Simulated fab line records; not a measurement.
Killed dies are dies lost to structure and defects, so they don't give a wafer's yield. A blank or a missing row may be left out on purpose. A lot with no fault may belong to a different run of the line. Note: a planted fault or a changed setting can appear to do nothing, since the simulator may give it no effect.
Chamber matching | flow gf180mcu | GF_V1_CMP_04 on cmp-02 has 4 sister chambers
The step polishes SiO2. 7 wafers are shown with their chamber, then 7 later ones without.

== WAFERS WITH THEIR CHAMBER ==
wafer  | chamber | motor current A (A) | time to endpoint s (s)
L851.5 | 2       | 13.7                | 81
L853.3 | 3       | 9.5                 | 84
L854.4 | 1       | 12.3                | 86
L857.2 | 3       | 10.1                | 79
L857.3 | 1       | 12.1                | 82
L862.4 | 0       | 10.4                | 89
L862.5 | 0       | 10.4                | 84

== WAFERS WITH NO CHAMBER GIVEN ==
wafer  | motor current A (A) | time to endpoint s (s)
L862.6 | 9.5                 | 79
L863.1 | 11.8                | 73
L863.2 | 9.6                 | 77
L863.4 | 12.9                | 77
L871.1 | 12.0                | 76
L871.4 | 13.1                | 80
L871.5 | 13.3                | 81

== CHAMBER TAKEN BY EACH ==
wafer  | from the rows above     | in truth
L862.6 | 3                       | 3
L863.1 | 1                       | 1
L863.2 | 3                       | 3
L863.4 | can't be placed: 2 or 1 | 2
L871.1 | 1                       | 1
L871.4 | can't be placed: 2 or 1 | 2
L871.5 | 2                       | 2
Placed correctly: 5 of 7. Unplaceable from these rows: 2, with the true chamber sitting among the candidates in 2. Wrongly placed: 0.
How it was worked out, from the rows above alone: a wafer's distance from a chamber is the root of the sum, over the readings, of the square of ((its reading less the chamber's mean) divided by the reading's scatter). If the next closest chamber is less than 2 further off than the closest, the wafer can't be placed; otherwise it belongs to the closest. Each chamber's mean is taken over the wafers shown for it. The scatter is the square root of a quotient: the sum, over the shown wafers, of each reading's squared deviation from its chamber's mean, divided by wafers minus chambers.
